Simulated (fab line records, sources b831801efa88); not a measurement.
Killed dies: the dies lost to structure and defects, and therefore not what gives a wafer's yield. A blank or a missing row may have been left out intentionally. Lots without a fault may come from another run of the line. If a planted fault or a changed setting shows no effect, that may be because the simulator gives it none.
The tool behind it: which one?    flow gf180mcu    Sampling: 14 lots, 42 wafers, 4 of 602 route steps

== WHAT EACH GAUGE READ, for each wafer ==
GF_HV_LDD_THK_MEAS_57. Usual: HV_LDD_CVD_56_THK gives 90.2 nm (standard deviation 0.82).
lot   measured      on             HV_LDD_CVD_56_THK (nm)  flag
L748  day 12 08:02  film-metro-01  90.5 90.5 90.6          
L749  day 12 19:40  film-metro-02  89.5 89.1 89.5          
L751  day 13 04:55  film-metro-03  89.2 89.7 89.6          
L752  day 13 13:14  film-metro-01  88.4 88.5 88.4          
L753  day 13 22:25  film-metro-01  89.5 89.6 89.3          
L754  day 14 19:20  film-metro-03  88.9 88.9 89.6          
L755  day 14 22:32  film-metro-02  91.0 91.3 91.2          
L761  day 16 17:25  film-metro-03  89.6 89.4 89.8          
L762  day 17 02:20  film-metro-02  89.7 89.9 90.2          
L765  day 18 04:55  film-metro-01  90.7 90.0 90.6          
L766  day 18 11:28  film-metro-03  90.1 89.9 89.6          
L767  day 18 15:50  film-metro-01  91.1 91.8 91.1          
L769  day 19 17:04  film-metro-01  90.3 91.5 90.4          
L771  day 20 06:13  film-metro-03  89.0 88.6 88.8          

GF_SAB_CD_MEAS_09: target cd 420 nm. Usual: cd-nm 420.6 nm, standard deviation 2.1.
lot   measured      on         cd-nm (nm)         flag
L748  day 14 20:32  cd-sem-01  420.4 419.2 419.3  
L749  day 15 10:25  cd-sem-02  419.6 417.7 420.7  
L751  day 15 19:24  cd-sem-02  422.9 421.8 422.6  
L752  day 16 04:46  cd-sem-02  425.0 424.3 424.4  
L753  day 16 15:50  cd-sem-01  420.1 419.9 418.7  
L754  day 17 15:22  cd-sem-02  419.3 422.0 418.2  
L755  day 17 17:50  cd-sem-01  420.5 421.9 420.1  
L761  day 19 18:38  cd-sem-02  424.2 423.0 423.4  
L762  day 20 02:32  cd-sem-01  423.4 424.3 425.0  
L765  day 21 06:43  cd-sem-01  419.5 421.6 420.7  
L766  day 21 12:10  cd-sem-02  419.7 417.2 417.8  
L767  day 21 18:02  cd-sem-02  422.2 421.1 422.7  
L769  day 22 17:16  cd-sem-02  419.5 419.8 419.3  
L771  day 23 06:05  cd-sem-02  419.6 419.8 419.1  

GF_SALICIDE_RS_MEAS_04: a four-point-probe measurement. Usual: SALICIDE_TIN_RS gives 16.3 ohm/sq (standard deviation 0.38).
lot   measured      on             SALICIDE_TIN_RS (ohm/sq)  flag
L748  day 14 21:05  film-metro-04  16.1 16.1 16.7            
L749  day 15 10:57  film-metro-03  16.7 16.1 16.6            
L751  day 15 19:57  film-metro-04  16.0 16.4 15.8            
L752  day 16 05:19  film-metro-02  15.9 16.0 16.1            
L753  day 16 16:23  film-metro-02  15.9 15.7 15.8            
L754  day 17 15:55  film-metro-03  16.7 16.7 16.3            
L755  day 17 18:23  film-metro-03  16.8 16.1 16.2            
L761  day 19 19:11  film-metro-03  16.0 16.1 15.4            
L762  day 20 03:05  film-metro-03  16.7 16.6 16.9            
L765  day 21 07:28  film-metro-03  16.0 16.2 16.0            
L766  day 21 12:44  film-metro-04  16.1 16.6 15.9            
L767  day 21 18:35  film-metro-03  16.0 16.1 16.7            
L769  day 22 17:49  film-metro-04  16.9 16.0 16.9            
L771  day 23 06:39  film-metro-03  16.6 15.9 16.7            

== EACH LOT AND THE TOOL THAT RAN IT (in order: tool; ch and the chambers of the sampled wafers; start) ==
lot   GF_MVSD_IMPLANT_09
L748  implanter-04 ch 0, day 4 09:23
L749  implanter-01 ch 0, day 4 17:02
L751  implanter-03 ch 0, day 5 03:31
L752  implanter-04 ch 0, day 5 07:14
L753  implanter-04 ch 0, day 5 13:13
L754  implanter-04 ch 0, day 6 06:47
L755  implanter-03 ch 0, day 6 07:11
L761  implanter-03 ch 0, day 7 13:56
L762  implanter-03 ch 0, day 7 17:50
L765  implanter-04 ch 0, day 8 12:30
L766  implanter-04 ch 0, day 8 17:31
L767  implanter-01 ch 0, day 8 22:11
L769  implanter-01 ch 0, day 9 12:03
L771  implanter-04 ch 0, day 10 03:09
- GF_MVSD_IMPLANT_09

== AS READ BY THE TOOLS THEMSELVES (means over the sampled wafers that have a number; for cases with no such wafer, the mark the record gives instead) ==
GF_MVSD_IMPLANT_09. Usual: tilt-deg 0.001 degrees, standard deviation 0.021.
lot   tool          tilt-deg (degrees)  flag
L748  implanter-04  0.015               
L749  implanter-01  0.017               
L751  implanter-03  -0.001              
L752  implanter-04  0.015               
L753  implanter-04  0.026               
L754  implanter-04  -0.028              
L755  implanter-03  -0.013              
L761  implanter-03  5.762               OFF
L762  implanter-03  5.766               OFF
L765  implanter-04  0.004               
L766  implanter-04  0.014               
L767  implanter-01  0.018               
L769  implanter-01  0.017               
L771  implanter-04  0.003               

== THE ANSWER, worked out from the rows above alone ==
Rule: lot off if the mean of its wafers having a number is beyond 3 standard deviations from the usual mean. A lot without any number at a reading at which 4 lots or more have one is off too. The other lots that the step has rows for count as sound. Order of review: gauges by route order, followed by the tools' own readings, for which a lot's mean as printed above is used. At the first step where some lot is off, the reading lying furthest off is the one used; lots without a number count as furthest.
Off: L761, L762 (GF_MVSD_IMPLANT_09, tilt-deg).
If a tool, at that step or one of the process steps before it, ran each lot that is off and ran no sound lot following the first of them, it fits. One fits: GF_MVSD_IMPLANT_09 on implanter-03. A fault onset in the window from L755 (day 6 07:11, its last sound lot) to L761 (day 7 13:56, its first lot off) fits.
The tool's own readings at GF_MVSD_IMPLANT_09 bear it out: on the lots that are off they differ by more than 5 times the standard deviation of the sound lots' means. tilt-deg reads 5.764 degrees there against 0.007 degrees on the sound lots.

== WHAT WAS PUT IN BY THE SIMULATOR ==
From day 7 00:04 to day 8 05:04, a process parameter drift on implanter-03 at GF_MVSD_IMPLANT_09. Setting tilt-deg shifted by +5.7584 from 0. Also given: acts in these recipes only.
Shown lots that were struck: L761, L762. The same result came from the rule above.
